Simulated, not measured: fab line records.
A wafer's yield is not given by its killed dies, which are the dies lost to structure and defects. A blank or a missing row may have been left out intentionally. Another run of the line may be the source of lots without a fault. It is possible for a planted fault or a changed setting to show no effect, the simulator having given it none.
Which tool was responsible? ; flow gf180mcu ; 7 lots (21 wafers sampled), 1 step of a 602-step route

## WHAT THE GAUGES READ, wafer by wafer
GF_V3_CD_MEAS_14: the cd target is 260 nm.
lot;measured;on;cdNm (nm)
L279;day 22 08:57;cdSem-02;259.8 259.4 260.3
L281;day 24 02:17;cdSem-01;262.0 260.7 261.1
L282;day 24 03:35;cdSem-02;256.7 257.1 256.7
L291;day 26 20:13;cdSem-02;259.9 258.3 258.6
L295;day 28 00:43;cdSem-01;259.7 260.4 260.8
L298;day 28 22:37;cdSem-02;261.1 260.2 260.5
L301;day 29 17:24;cdSem-02;261.4 261.8 261.3

## TOOL THAT RAN EACH LOT (tool first, then ch and the chambers of the sampled wafers, then the start)
The record shows no process step preceding these readings.

## THE ANSWER, worked out from the rows above alone
Rule: the usual values come from the lots themselves. Put in order of their means at a reading, lots are off if they are a third of the lots or fewer, leave a main group of 4 or more, and stand apart from it by a gap of 3 or more times the standard deviation of the main group's means; of several such gaps the widest counts. A main group whose means are all the same, to the digits that the tables above print for the reading, isn't used. A lot without any number at a reading at which 4 lots or more have one is off too. Any other lot the step has rows for is counted as sound.
No lot is off at any reading shown: from this, nothing can be told.

## WHAT THE SIMULATOR HAD PUT IN
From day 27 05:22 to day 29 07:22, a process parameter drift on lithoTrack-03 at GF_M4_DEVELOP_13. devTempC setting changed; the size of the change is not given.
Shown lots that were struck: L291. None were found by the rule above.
